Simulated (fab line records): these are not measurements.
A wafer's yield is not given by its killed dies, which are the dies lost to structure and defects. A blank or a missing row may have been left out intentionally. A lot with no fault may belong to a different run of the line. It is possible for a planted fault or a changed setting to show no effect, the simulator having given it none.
fab line records ; flow sky130
record: lots: 6; wafers: 18; last_day: 50
route steps=708 shown CONTACT@421 PAD_OPEN@708
lots untouched by any fault: they come from a run of this same line in which no faults occurred
start_h: hours from the record's opening day to when the first of the lot's shown wafers began ; wait_h: hours since the lot's step before ; " as in the row above ; L1.1+2: a single row standing in for several wafers ; - no value, or no start was given ; * or withheld: withheld ; < > ~ a bound
route shown NAME@n: names a module that has steps shown in the file, with the first one's number in the route ; usual: average and standard deviation across the fault-free wafers ; same: alike in all rows ; chamber/n: place in a boat ; sites: each site's reading ; _std_site: their standard deviation ; _edge_site: outer sites' mean less inner sites' ; radius_mm: for every site, how far away it sits from the centre of the wafer ; mask NAME#n: copy n ; behind: the last tool/chamber to shape the wafer ; hold: what put the lot on hold/how long, in hours/how the hold closed ; device: which transistor (n, p or np) failed to switch ; end of line: tests of these same wafers at the route's end ; where a step has no rows: the recipe by itself ; killed: the dies lost at the first sort to structure and to defects; this is not the yield of the wafer ; map: a wafer's dies, x killed, . not, _ none there
set.NAME: the setting as run; set.NAME@STEP: as run at that earlier step ; model.NAME: the simulator's own value behind a step, which no gauge read
lots at some steps of the route; a table a step, a row a wafer
services: the hour from which a tool's chamber was out of use, counted from the record's first day as start_h (under 0 if before that day), plus the number of hours and why
== steps ==
step: SKY_CONTACT_OVL_MEAS_15
usual: CONTACT_OVL: -2/5.5
lot.wafer;tool;chamber;start_h;wait_h;CONTACT_OVL[nm]
L211.1;overlay-02;-;738.67;0.1;-8
L211.4;overlay-02;-;738.67;0.1;-7
L211.6;overlay-02;-;738.67;0.1;-8
L212.2;overlay-01;-;747.56;0.1;-3
L212.3;overlay-01;-;747.56;0.1;1
L212.4;overlay-01;-;747.56;0.1;1
L221.2;overlay-01;-;844.67;0.1;-4
L221.4;overlay-01;-;844.67;0.1;1
L221.5;overlay-01;-;844.67;0.1;5
L224.1;overlay-01;-;862.96;0.1;3
L224.3;overlay-01;-;862.96;0.1;-2
L224.4;overlay-01;-;862.96;0.1;7
L231.1;overlay-01;-;892.00;0.1;-1
L231.3;overlay-01;-;892.00;0.1;-4
L231.5;overlay-01;-;892.00;0.1;-4
L232.2;overlay-01;-;903.30;0.1;2
L232.3;overlay-01;-;903.30;0.1;-11
L232.5;overlay-01;-;903.30;0.1;-1
step: SKY_CONTACT_ETCH_16
recipe: chemistry: N2/H2; target: BARC; ion_energy_ev: 200; source_w: 492.8; bias_w: 100; pressure_mtorr: 30; n2_flow_sccm: 100; h2_flow_sccm: 200; stop_on: SiO2; time_s: 45.9; target_depth_a: 600
usual: drypump_motor_current_A: 5.6/0.57; oes_product_au: 0.854/0.0048; throttle_valve_pct: 13.225/0.0085
lot.wafer;tool;chamber;start_h;wait_h;drypump_motor_current_A;oes_product_au;rf_hours_counter_h;throttle_valve_pct
L211.1;rie_diel-04;3;738.70;0.0;5.9;0.859;49;13.213
L211.4;rie_diel-04;2;738.70;0.0;4.9;0.853;13;13.234
L211.6;rie_diel-04;2;738.70;0.0;4.9;0.846;-;13.232
L212.2;rie_diel-01;0;747.59;0.0;6.4;0.856;21;13.222
L212.3;rie_diel-01;3;747.59;0.0;4.9;0.845;4;13.230
L212.4;rie_diel-01;2;747.59;0.0;5.4;0.846;11;13.219
L221.2;rie_diel-01;3;844.70;0.0;4.8;0.856;6;13.216
L221.4;rie_diel-01;2;844.70;0.0;5.4;0.856;13;13.226
L221.5;rie_diel-01;0;844.70;0.0;6.4;0.855;-;13.226
L224.1;rie_diel-01;0;863.00;0.0;6.4;0.866;24;13.236
L224.3;rie_diel-01;1;863.00;0.0;5.7;0.846;2;13.222
L224.4;rie_diel-01;2;863.00;0.0;5.4;0.846;14;13.225
L231.1;rie_diel-04;1;892.03;0.0;5.3;0.856;5;13.230
L231.3;rie_diel-04;3;892.03;0.0;5.9;0.853;4;13.200
L231.5;rie_diel-04;3;892.03;0.0;5.9;0.856;-;13.226
L232.2;rie_diel-04;3;903.33;0.0;5.9;0.850;4;13.241
L232.3;rie_diel-04;2;903.33;0.0;4.9;0.840;18;13.224
L232.5;rie_diel-04;0;903.33;0.0;6.6;0.853;-;13.220
step: SKY_CONTACT_ETCH_17
recipe: target: SiO2; chemistry: C4F8/O2/Ar; stop_on: Si3N4; mask_material: KrF-thick; source_w: 1500; bias_w: 1200; pressure_mtorr: 40; c4f8_flow_sccm: withheld; O2_flow_sccm: 6; Ar_flow_sccm: 300; time_s: withheld; target_depth_a: 3400
usual: oes_product_au: 0.892/0.0048
lot.wafer;tool;chamber;start_h;wait_h;oes_product_au
L211.1;rie_diel-04;3;738.74;0.0;0.892
L211.4;rie_diel-04;2;738.74;0.0;0.892
L211.6;rie_diel-04;2;738.74;0.0;0.897
L212.2;rie_diel-01;0;747.64;0.0;0.896
L212.3;rie_diel-01;3;747.64;0.0;0.891
L212.4;rie_diel-01;2;747.64;0.0;0.889
L221.2;rie_diel-01;3;844.74;0.0;0.897
L221.4;rie_diel-01;2;844.74;0.0;0.904
L221.5;rie_diel-01;0;844.74;0.0;0.880
L224.1;rie_diel-01;0;863.04;0.0;0.888
L224.3;rie_diel-01;1;863.04;0.0;0.886
L224.4;rie_diel-01;2;863.04;0.0;0.889
L231.1;rie_diel-04;1;892.07;0.0;0.885
L231.3;rie_diel-04;3;892.07;0.0;0.887
L231.5;rie_diel-04;3;892.07;0.0;0.889
L232.2;rie_diel-04;3;903.37;0.0;0.893
L232.3;rie_diel-04;2;903.37;0.0;0.890
L232.5;rie_diel-04;0;903.37;0.0;0.892
step: SKY_CONTACT_ETCH_18
recipe: target: Si3N4; chemistry: CHF3/O2; stop_on: TiN; source_w: 600; bias_w: 200; pressure_mtorr: 40; chf3_flow_sccm: 50; O2_flow_sccm: 5; time_s: 39; target_depth_a: 750
usual: drypump_motor_current_A: 5.6/0.57; oes_product_au: 0.855/0.0081; throttle_valve_pct: 8.793/0.0089
lot.wafer;tool;chamber;start_h;wait_h;drypump_motor_current_A;oes_product_au;rf_hours_counter_h;throttle_valve_pct
L211.1;rie_diel-04;3;-;-;5.9;0.856;49;8.791
L211.4;rie_diel-04;2;-;-;4.9;0.879;13;8.794
L211.6;rie_diel-04;2;-;-;4.8;0.862;-;8.802
L212.2;rie_diel-01;0;-;-;6.3;0.848;21;8.798
L212.3;rie_diel-01;3;-;-;4.8;0.828;4;8.802
L212.4;rie_diel-01;2;-;-;5.4;0.852;11;8.786
L221.2;rie_diel-01;3;-;-;4.8;0.841;6;8.786
L221.4;rie_diel-01;2;-;-;5.4;0.865;13;8.801
L221.5;rie_diel-01;0;-;-;6.3;0.858;-;8.796
L224.1;rie_diel-01;0;-;-;6.3;0.850;24;8.788
L224.3;rie_diel-01;1;-;-;5.7;0.851;2;8.789
L224.4;rie_diel-01;2;-;-;5.4;0.864;14;8.797
L231.1;rie_diel-04;1;-;-;5.3;0.852;5;8.804
L231.3;rie_diel-04;3;-;-;5.9;0.858;4;8.781
L231.5;rie_diel-04;3;-;-;5.9;0.860;-;8.786
L232.2;rie_diel-04;3;-;-;5.9;0.851;4;8.792
L232.3;rie_diel-04;2;-;-;4.8;0.850;19;8.771
L232.5;rie_diel-04;0;-;-;6.6;0.846;-;8.793
step: SKY_CONTACT_STRIP_19
recipe: chemistry: O2/N2; power_w: 1400; pressure_mtorr: 1500; platen_temp_c: withheld; o2_flow_sccm: 3000; n2_flow_sccm: 300; overash_fraction: 0.5
usual: drypump_motor_current_A: 5.62/0.2; oes_product_au: 0.380/0.0048; strip_time_to_endpoint_s: 3.60/0.036
same: overash_fraction: 0.5
lot.wafer;tool;chamber;start_h;wait_h;drypump_motor_current_A;oes_product_au;rf_hours_counter_h;strip_time_to_endpoint_s
L211.1;plasma_asher-01;0;738.83;-;5.44;0.386;62;3.68
L211.4;plasma_asher-01;1;738.83;-;5.49;0.388;-;3.60
L211.6;plasma_asher-01;0;738.83;-;5.42;0.389;-;3.61
L212.2;plasma_asher-02;1;747.73;-;5.47;0.379;0;3.53
L212.3;plasma_asher-02;1;747.73;-;5.46;0.375;-;3.54
L212.4;plasma_asher-02;0;747.73;-;5.64;0.382;-;3.57
L221.2;plasma_asher-02;1;844.83;-;5.49;0.382;10;3.61
L221.4;plasma_asher-02;1;844.83;-;5.49;0.373;-;3.61
L221.5;plasma_asher-02;0;844.83;-;5.61;0.383;-;3.61
L224.1;plasma_asher-01;0;863.13;-;5.44;0.380;76;3.61
L224.3;plasma_asher-01;0;863.13;-;5.44;0.387;-;3.63
L224.4;plasma_asher-01;1;863.13;-;5.48;0.379;-;3.60
L231.1;plasma_asher-01;0;892.16;-;5.44;0.377;79;3.56
L231.3;plasma_asher-01;0;892.16;-;5.45;0.381;-;3.65
L231.5;plasma_asher-01;0;892.16;-;5.45;0.376;-;3.65
L232.2;plasma_asher-02;1;903.47;-;5.53;0.387;16;3.61
L232.3;plasma_asher-02;0;903.47;-;5.66;0.380;-;3.60
L232.5;plasma_asher-02;1;903.47;-;5.51;0.378;-;3.62
step: SKY_CONTACT_STRIP_20
recipe: chemistry: post_etch_residue_remover; time_s: 1200; temp_c: 72.5
step: SKY_CONTACT_CLEAN_21
recipe: chemistry: IPA; time_s: 180; temp_c: 25
step: SKY_CONTACT_CLEAN_22
recipe: chemistry: O3/DIW; dry: n2_spin
step: SKY_CONTACT_SPUTTER_23
recipe: material: TiN; target_thk_nm: 20; chamber_pressure_pa: 5; power_w: 4000; time_s: 80
step: SKY_CONTACT_CVD_24
recipe: material: W; target_thk_nm: 340; time_s: 102.12; temp_c: 400; pressure_torr: 40
usual: chamber_pressure_Torr: 40.01/0.093; heater_power_outer_w: 529/35; heater_power_w: 867/33
lot.wafer;tool;chamber;start_h;wait_h;chamber_pressure_Torr;heater_power_outer_w;heater_power_w
L211.1;cvd_w-01;1;739.49;0.0;40.01;506;828
L211.4;cvd_w-01;1;739.49;0.0;40.14;513;822
L211.6;cvd_w-01;0;739.49;0.0;39.77;525;838
L212.2;cvd_w-01;1;748.39;0.0;40.16;491;833
L212.3;cvd_w-01;1;748.39;0.0;39.96;502;834
L212.4;cvd_w-01;0;748.39;0.0;40.01;523;856
L221.2;cvd_w-01;1;845.53;0.0;40.07;488;846
L221.4;cvd_w-01;0;845.53;0.0;39.95;532;852
L221.5;cvd_w-01;0;845.53;0.0;39.94;527;837
L224.1;cvd_w-02;0;863.78;0.0;40.06;578;904
L224.3;cvd_w-02;0;863.78;0.0;40.00;579;932
L224.4;cvd_w-02;0;863.78;0.0;40.00;595;931
L231.1;cvd_w-01;1;892.82;0.0;40.06;497;852
L231.3;cvd_w-01;1;892.82;0.0;40.14;499;856
L231.5;cvd_w-01;1;892.82;0.0;39.98;492;835
L232.2;cvd_w-01;1;904.39;0.3;40.02;489;853
L232.3;cvd_w-01;1;904.39;0.3;39.94;514;833
L232.5;cvd_w-01;1;904.39;0.3;40.04;491;855
step: SKY_CONTACT_RS_MEAS_25
recipe: thk_meas_gauge: four-point-probe; reads: W_of_CONTACT_CVD_24+TiN_of_CONTACT_SPUTTER_23
usual: CONTACT_W_RS: 0.3401/0.003
lot.wafer;tool;chamber;start_h;wait_h;CONTACT_W_RS[ohm/sq]
L211.1;film_metro-02;-;739.60;0.1;0.3482
L211.4;film_metro-02;-;739.60;0.1;0.3425
L211.6;film_metro-02;-;739.60;0.1;0.3394
L212.2;film_metro-03;-;748.52;0.1;0.3439
L212.3;film_metro-03;-;748.52;0.1;0.3460
L212.4;film_metro-03;-;748.52;0.1;0.3412
L221.2;film_metro-03;-;845.66;0.1;0.3379
L221.4;film_metro-03;-;845.66;0.1;0.3339
L221.5;film_metro-03;-;845.66;0.1;0.3354
L224.1;film_metro-01;-;864.00;0.2;0.3382
L224.3;film_metro-01;-;864.00;0.2;0.3387
L224.4;film_metro-01;-;864.00;0.2;0.3428
L231.1;film_metro-03;-;892.93;0.1;0.3398
L231.3;film_metro-03;-;892.93;0.1;0.3426
L231.5;film_metro-03;-;892.93;0.1;0.3396
L232.2;film_metro-03;-;904.60;0.2;0.3400
L232.3;film_metro-03;-;904.60;0.2;0.3409
L232.5;film_metro-03;-;904.60;0.2;0.3366
step: SKY_CONTACT_THK_MEAS_26
recipe: thk_meas_gauge: xrf; reads: W_of_CONTACT_CVD_24
usual: CONTACT_W_THK: 336/3.9
lot.wafer;tool;chamber;start_h;wait_h;CONTACT_W_THK[nm]
L211.1;film_metro-02;-;739.72;0.1;328
L211.4;film_metro-02;-;739.72;0.1;332
L211.6;film_metro-02;-;739.72;0.1;337
L212.2;film_metro-03;-;748.63;0.1;334
L212.3;film_metro-03;-;748.63;0.1;330
L212.4;film_metro-03;-;748.63;0.1;336
L221.2;film_metro-03;-;845.77;0.1;342
L221.4;film_metro-03;-;845.77;0.1;345
L221.5;film_metro-03;-;845.77;0.1;345
L224.1;film_metro-01;-;864.12;0.1;338
L224.3;film_metro-01;-;864.12;0.1;339
L224.4;film_metro-01;-;864.12;0.1;336
L231.1;film_metro-03;-;893.05;0.1;337
L231.3;film_metro-03;-;893.05;0.1;334
L231.5;film_metro-03;-;893.05;0.1;334
L232.2;film_metro-03;-;904.71;0.1;336
L232.3;film_metro-03;-;904.71;0.1;335
L232.5;film_metro-03;-;904.71;0.1;339
step: SKY_CONTACT_CMP_27
recipe: stop_on: SiO2; t_overpolish_s: 15.41; down_force_psi: 3.5; platen_rpm: 60; target_thk_nm: 0; pad_velocity_m_s: 0.94248
usual: edge_zone_pressure_frac: 1.000/0.0049; head_pressure_psi: 3.500/0.0065; motor_current_A: 11.7/0.79; overpolish_run_s: 15.409/0.0081; time_to_endpoint_s: 82/3.6
lot.wafer;tool;chamber;start_h;wait_h;edge_zone_pressure_frac;head_pressure_psi;motor_current_A;overpolish_run_s;time_to_endpoint_s;model.W_of_CONTACT_CVD_24.thk_nm;model.SiO2_of_CONTACT_HDPCVD_02.thk_nm
L211.4;cmp-01;2;739.78;0.0;1.001;3.499;11.0;15.419;83;0;336.2
L211.1;cmp-01;0;739.78;0.0;0.997;3.507;11.2;15.413;84;0;337.1
L211.6;cmp-01;3;739.78;0.0;1.005;3.506;13.0;15.414;84;0;337.3
L212.2;cmp-02;0;748.68;0.0;1.002;3.498;10.5;15.402;84;0;339.7
L212.3;cmp-02;1;748.68;0.0;0.991;3.496;12.3;15.424;79;0;337.5
L212.4;cmp-02;3;748.68;0.0;0.994;3.509;11.1;15.412;82;0;338.6
L221.2;cmp-01;1;846.57;0.8;-;-;-;-;-;339.9;341.9
L221.4;cmp-01;3;846.57;0.8;-;-;-;-;-;342.9;340.3
L221.5;cmp-01;0;846.57;0.8;-;-;-;-;-;342.3;340.7
L224.4;cmp-02;1;864.18;0.0;-;-;-;-;-;334.4;339.1
L224.3;cmp-02;3;864.18;0.0;-;-;-;-;-;339.3;338.7
L224.1;cmp-02;0;864.18;0.0;-;-;-;-;-;339;339.9
L231.3;cmp-02;0;893.11;0.0;1.012;3.492;10.8;15.408;82;0;337.1
L231.1;cmp-02;1;893.11;0.0;1.005;3.497;12.3;15.397;76;0;336.3
L231.5;cmp-02;0;893.11;0.0;0.996;3.488;10.9;15.404;80;0;335.3
L232.2;cmp-02;3;904.81;0.1;1.000;3.504;11.6;15.415;82;0;336.9
L232.3;cmp-02;0;904.81;0.1;0.993;3.513;11.4;15.406;84;0;335.2
L232.5;cmp-02;3;904.81;0.1;1.002;3.494;11.0;15.407;82;0;337
step: SKY_PAD_OPEN_PROBE_99
usual: killed_at_M0_to_M3: 42/6.7; killed_at_M4_up: 3.4/2; killed_at_contacts: 24/5.1; killed_at_front_end: 14/4.2; killed_at_other: 0.2/0.49; killed_dies: 84/8.4; killed_on_rim: 17/3.6; killed_open: 46/7; killed_short: 39/5.8
same: gross_dies: 492; killed_at_back_side: 0
lot.wafer;tool;chamber;start_h;wait_h;killed_at_M0_to_M3;killed_at_M4_up;killed_at_contacts;killed_at_front_end;killed_at_other;killed_dies;killed_on_rim;killed_open;killed_short
L211.1;prober-02;-;1083.41;0.1;57;3;18;12;1;91;13;53;38
L211.4;prober-02;-;1083.56;0.2;40;8;22;14;0;84;22;40;44
L211.6;prober-02;-;1083.66;0.2;39;6;20;15;0;80;17;42;38
L212.2;prober-01;-;1086.06;0.1;53;1;25;13;1;93;27;55;38
L212.3;prober-01;-;1086.11;0.2;35;5;31;18;0;89;15;58;31
L212.4;prober-01;-;1086.16;0.2;46;6;16;17;0;85;20;33;52
L221.2;prober-01;-;1159.20;0.1;42;3;437;10;0;492;96;44;33
L221.4;prober-01;-;1159.30;0.2;54;4;422;12;0;492;96;68;32
L221.5;prober-01;-;1159.35;0.2;38;2;438;14;0;492;96;49;41
L224.1;prober-02;-;1170.41;0.1;33;3;446;9;1;492;96;35;33
L224.3;prober-02;-;1170.51;0.2;39;1;438;13;1;492;96;41;35
L224.4;prober-02;-;1170.56;0.2;48;2;423;19;0;492;96;53;44
L231.1;prober-02;-;1190.77;0.1;50;2;23;16;1;92;20;51;41
L231.3;prober-02;-;1190.87;0.2;48;3;28;10;0;89;13;45;44
L231.5;prober-02;-;1190.97;0.2;57;5;29;13;0;104;19;58;46
L232.2;prober-01;-;1199.49;0.1;36;5;18;15;0;74;15;37;37
L232.3;prober-01;-;1199.54;0.2;48;4;32;4;0;88;14;46;42
L232.5;prober-01;-;1199.64;0.2;46;2;20;17;0;85;16;47;38
killed by level:class
L211.1 VIA2:geometric_particle:open=11 VIA1:geometric_particle:open=9 METAL2:geometric_particle:short=7 LI_CONTACT:geometric_particle:open=6 CONTACT:geometric_particle:open=6 VIA3:geometric_particle:open=6 METAL3:geometric_particle:short=6 VIA2:geometric_particle:short=5
L211.4 CONTACT:geometric_particle:open=7 VIA3:geometric_particle:open=6 VIA1:geometric_particle:open=6 METAL2:geometric_particle:short=6 METAL4:geometric_particle:short=6 LI_CONTACT:geometric_particle:open=5 CONTACT:geometric_particle:short=5 METAL1:geometric_particle:short=5
L211.6 VIA1:geometric_particle:open=10 VIA3:geometric_particle:open=7 LI_CONTACT:geometric_particle:open=5 METAL2:geometric_particle:short=5 FIELD_ISO:geometric_particle:short=4 FIELD_ISO:geometric_particle:open=4 CONTACT:geometric_particle:short=4 CONTACT:geometric_particle:open=4
L212.2 VIA1:geometric_particle:open=16 CONTACT:geometric_particle:open=8 METAL3:geometric_particle:short=8 LI_CONTACT:geometric_particle:open=6 VIA2:geometric_particle:open=6 VIA1:geometric_particle:short=5 POLY_GATE:geometric_particle:open=5 LOCAL_INTERCONNECT:geometric_particle:short=4
L212.3 VIA1:geometric_particle:open=12 CONTACT:geometric_particle:open=12 FIELD_ISO:geometric_particle:open=7 LI_CONTACT:geometric_particle:open=7 VIA2:geometric_particle:open=6 CONTACT:geometric_particle:short=5 LOCAL_INTERCONNECT:geometric_particle:short=4 VIA3:geometric_particle:open=4
L212.4 VIA1:geometric_particle:open=11 METAL2:geometric_particle:short=8 FIELD_ISO:geometric_particle:short=7 LI_CONTACT:geometric_particle:open=7 METAL3:geometric_particle:short=7 METAL1:geometric_particle:short=6 VIA1:geometric_particle:short=5 LOCAL_INTERCONNECT:geometric_particle:short=4
L221.2 CONTACT:area_cmp=415 VIA1:geometric_particle:open=11 CONTACT:geometric_particle:open=8 LI_CONTACT:geometric_particle:open=7 VIA3:geometric_particle:open=6 VIA1:geometric_particle:short=5 VIA2:geometric_particle:open=5 VIA3:geometric_particle:short=5
L221.4 CONTACT:area_cmp=392 VIA1:geometric_particle:open=22 CONTACT:geometric_particle:open=14 VIA3:geometric_particle:open=10 LI_CONTACT:geometric_particle:open=8 FIELD_ISO:geometric_particle:open=5 CONTACT:geometric_particle:short=4 VIA3:geometric_particle:short=4
L221.5 CONTACT:area_cmp=402 CONTACT:geometric_particle:open=15 VIA1:geometric_particle:open=12 LOCAL_INTERCONNECT:geometric_particle:short=8 CONTACT:geometric_particle:short=8 VIA3:geometric_particle:open=7 FIELD_ISO:geometric_particle:short=6 POLY_GATE:geometric_particle:open=4
L224.1 CONTACT:area_cmp=424 CONTACT:geometric_particle:open=9 METAL2:geometric_particle:short=8 VIA2:geometric_particle:open=7 CONTACT:geometric_particle:short=5 VIA3:geometric_particle:open=5 LOCAL_INTERCONNECT:geometric_particle:short=4 VIA1:geometric_particle:open=4
L224.3 CONTACT:area_cmp=416 VIA1:geometric_particle:open=10 LI_CONTACT:geometric_particle:open=8 VIA1:geometric_particle:short=8 CONTACT:geometric_particle:open=6 VIA3:geometric_particle:open=6 VIA2:geometric_particle:open=5 FIELD_ISO:geometric_particle:short=3
L224.4 CONTACT:area_cmp=395 VIA1:geometric_particle:open=16 CONTACT:geometric_particle:open=9 METAL2:geometric_particle:short=9 FIELD_ISO:geometric_particle:short=7 LI_CONTACT:geometric_particle:open=7 VIA1:geometric_particle:short=6 VIA3:geometric_particle:open=5
L231.1 VIA1:geometric_particle:open=12 VIA3:geometric_particle:open=11 FIELD_ISO:geometric_particle:short=8 VIA2:geometric_particle:open=8 CONTACT:geometric_particle:short=7 METAL1:geometric_particle:short=6 LI_CONTACT:geometric_particle:open=5 CONTACT:geometric_particle:open=5
L231.3 CONTACT:geometric_particle:open=11 VIA1:geometric_particle:open=9 LI_CONTACT:geometric_particle:open=8 METAL3:geometric_particle:short=7 METAL1:geometric_particle:short=6 METAL2:geometric_particle:short=6 VIA2:geometric_particle:short=5 VIA2:geometric_particle:open=5
L231.5 VIA1:geometric_particle:open=11 LI_CONTACT:geometric_particle:open=10 METAL1:geometric_particle:short=10 VIA2:geometric_particle:open=10 VIA3:geometric_particle:open=8 LOCAL_INTERCONNECT:geometric_particle:short=7 CONTACT:geometric_particle:open=6 METAL2:geometric_particle:short=6
L232.2 VIA3:geometric_particle:short=7 CONTACT:geometric_particle:open=6 VIA1:geometric_particle:open=6 VIA2:geometric_particle:open=6 LOCAL_INTERCONNECT:geometric_particle:short=5 POLY_GATE:geometric_particle:short=4 VIA2:geometric_particle:short=4 METAL4:geometric_particle:short=4
L232.3 LI_CONTACT:geometric_particle:open=12 METAL1:geometric_particle:short=10 VIA1:geometric_particle:open=9 CONTACT:geometric_particle:open=8 VIA1:geometric_particle:short=6 LOCAL_INTERCONNECT:geometric_particle:short=4 CONTACT:geometric_particle:short=4 VIA2:geometric_particle:open=4
L232.5 VIA1:geometric_particle:open=10 VIA2:geometric_particle:open=8 METAL2:geometric_particle:short=6 VIA3:geometric_particle:open=6 LI_CONTACT:geometric_particle:open=5 METAL1:geometric_particle:short=5 POLY_GATE:geometric_particle:short=4 POLY_GATE:geometric_particle:open=4
map L221.2 (x killed, . not)
__________xxxxxxxxxx_________
________xxxxxxxxxxxxxx_______
______xxxxxxxxxxxxxxxxxx_____
_____xxxxxxxxxxxxxxxxxxxx____
____xxxxxxxxxxxxxxxxxxxxxx___
___xxxxxxxxxxxxxxxxxxxxxxxx__
__xxxxxxxxxxxxxxxxxxxxxxxxxx_
_xxxxxxxxxxxxxxxxxxxxxxxxxxxx
_xxxxxxxxxxxxxxxxxxxxxxxxxxxx
_xxxxxxxxxxxxxxxxxxxxxxxxxxxx
_xxxxxxxxxxxxxxxxxxxxxxxxxxxx
_xxxxxxxxxxxxxxxxxxxxxxxxxxxx
_xxxxxxxxxxxxxxxxxxxxxxxxxxxx
_xxxxxxxxxxxxxxxxxxxxxxxxxxxx
_xxxxxxxxxxxxxxxxxxxxxxxxxxxx
__xxxxxxxxxxxxxxxxxxxxxxxxxx_
___xxxxxxxxxxxxxxxxxxxxxxxx__
____xxxxxxxxxxxxxxxxxxxxxx___
_____xxxxxxxxxxxxxxxxxxxx____
______xxxxxxxxxxxxxxxxxx_____
________xxxxxxxxxxxxxx_______
__________xxxxxxxxxx_________
map L224.1 (x killed, . not)
__________xxxxxxxxxx_________
________xxxxxxxxxxxxxx_______
______xxxxxxxxxxxxxxxxxx_____
_____xxxxxxxxxxxxxxxxxxxx____
____xxxxxxxxxxxxxxxxxxxxxx___
___xxxxxxxxxxxxxxxxxxxxxxxx__
__xxxxxxxxxxxxxxxxxxxxxxxxxx_
_xxxxxxxxxxxxxxxxxxxxxxxxxxxx
_xxxxxxxxxxxxxxxxxxxxxxxxxxxx
_xxxxxxxxxxxxxxxxxxxxxxxxxxxx
_xxxxxxxxxxxxxxxxxxxxxxxxxxxx
_xxxxxxxxxxxxxxxxxxxxxxxxxxxx
_xxxxxxxxxxxxxxxxxxxxxxxxxxxx
_xxxxxxxxxxxxxxxxxxxxxxxxxxxx
_xxxxxxxxxxxxxxxxxxxxxxxxxxxx
__xxxxxxxxxxxxxxxxxxxxxxxxxx_
___xxxxxxxxxxxxxxxxxxxxxxxx__
____xxxxxxxxxxxxxxxxxxxxxx___
_____xxxxxxxxxxxxxxxxxxxx____
______xxxxxxxxxxxxxxxxxx_____
________xxxxxxxxxxxxxx_______
__________xxxxxxxxxx_________
== services ==
tool;chamber;start_h;hours;kind
plasma_asher-01;-;717.59;0.9;repair
cvd_w-01;-;725.64;0.8;repair
plasma_asher-02;-;733.75;9.0;pm
rie_diel-04;1;739.96;-;clean
rie_diel-04;1;739.96;16.5;scheduled_down
rie_diel-04;1;739.96;16.5;vent_cycle
cmp-02;-;744.00;4.0;pm
cmp-02;-;754.85;0.9;repair
rie_diel-04;3;756.48;-;clean
rie_diel-04;3;756.48;27.9;scheduled_down
rie_diel-04;3;756.48;27.9;vent_cycle
plasma_asher-02;-;757.77;2.8;pm
rie_diel-01;2;768.62;2.8;repair
rie_diel-04;2;790.60;3.1;repair
cvd_w-02;1;842.61;5.9;repair
cmp-02;-;845.56;1.7;repair
cvd_w-02;1;860.00;6.6;repair
cmp-01;-;863.16;3.6;pm
cmp-02;-;873.21;6.1;pm
cmp-01;-;879.30;8.8;pm
plasma_asher-01;-;881.68;0.9;repair
plasma_asher-01;-;896.61;2.8;repair
cvd_w-01;0;903.42;6.1;repair
cvd_w-02;-;904.00;14.0;pm
== key ==
first_sign: step: SKY_CONTACT_CMP_27; reading: tool_record; direction: missing
effect: step: SKY_PAD_OPEN_PROBE_99; reading: killed_at_contacts; direction: up; sigmas: 81; usual: 24; struck: 434
model_effect: step: SKY_CONTACT_CMP_27; value: W_of_CONTACT_CVD_24.thk_nm; without: 0; struck: 339.6
more_kills_born_at: SKY_CONTACT_CMP_27@cmp-02: 1226; SKY_CONTACT_CMP_27@cmp-01: 1206
met_at SKY_CONTACT_CMP_27
struck_wafers L221.2,L221.4,L221.5,L224.1,L224.3,L224.4
later_rows_left_out L221.2,L221.4,L221.5,L224.1,L224.3,L224.4
tester_left_out L221,L224
onset_between 748.68 846.57
fault: kind: skipped_step_whole; tool: cmp-01,cmp-02; chamber: -; onset_h: 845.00; steps: SKY_CONTACT_CMP_27; scope: struck_lots_only
tester_left_out: of these lots the tester's yield and bins aren't shown, on N5 and GAA mostly nor the transistor test; their killed dies are dies lost to structure and defects alone, not to doping, threshold or leakage, so they don't give the yield
later_rows_left_out: the simulator's readings of these wafers behind a module that went badly wrong aren't trusted and aren't shown, but for the sort
